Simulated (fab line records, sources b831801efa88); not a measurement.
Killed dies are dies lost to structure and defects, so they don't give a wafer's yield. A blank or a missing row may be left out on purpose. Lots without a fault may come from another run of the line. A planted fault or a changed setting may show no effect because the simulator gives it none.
Which tool did it? | flow gf180mcu | 6 lots, 18 wafers sampled, at 2 steps of a route of 602

WHAT THE GAUGES READ, wafer by wafer
GF_HV_LDD_CD_MEAS_19: target cd 400 nm.
lot  | measured     | on        | cd_nm (nm)
L133 | day 11 02:59 | cd_sem-01 | 401.8 400.5 401.5
L136 | day 12 06:14 | cd_sem-02 | 402.2 400.3 401.0
L140 | day 13 08:56 | cd_sem-01 | 403.2 403.2 399.9
L143 | day 14 08:32 | cd_sem-01 | 399.4 400.4 399.8
L151 | day 16 16:38 | cd_sem-02 | 400.7 401.0 398.8
L154 | day 17 12:36 | cd_sem-02 | 398.6 400.6 397.8

WHICH TOOL RAN EACH LOT (tool, then ch and the chambers of the sampled wafers, then the start)
lot  | GF_HV_LDD_STRIP_10
L133 | plasma_asher-02 ch 0,1, day 10 08:58
L136 | plasma_asher-02 ch 0,1, day 11 11:36
L140 | plasma_asher-02 ch 0,1, day 12 13:59
L143 | plasma_asher-03 ch 0,1, day 13 12:21
L151 | plasma_asher-02 ch 0,1, day 15 18:14
L154 | plasma_asher-01 ch 1, day 16 14:35
- GF_HV_LDD_STRIP_10: strips in O2/N2.

THE ANSWER, worked out from the rows above alone
Rule: what is usual is taken from the lots themselves. Put in order of their means at a reading, lots are off if they are a third of the lots or fewer, leave a main group of 4 or more, and stand apart from it by a gap of 3 or more times the standard deviation of the main group's means; of several such gaps the widest counts. A main group whose means are all the same, to the digits that the tables above print for the reading, isn't used. A lot without any number at a reading at which 4 lots or more have one is off too. The other lots that the step has rows for count as sound.
No lot is off at any reading shown: from this, nothing can be told.

WHAT THE SIMULATOR HAD PUT IN
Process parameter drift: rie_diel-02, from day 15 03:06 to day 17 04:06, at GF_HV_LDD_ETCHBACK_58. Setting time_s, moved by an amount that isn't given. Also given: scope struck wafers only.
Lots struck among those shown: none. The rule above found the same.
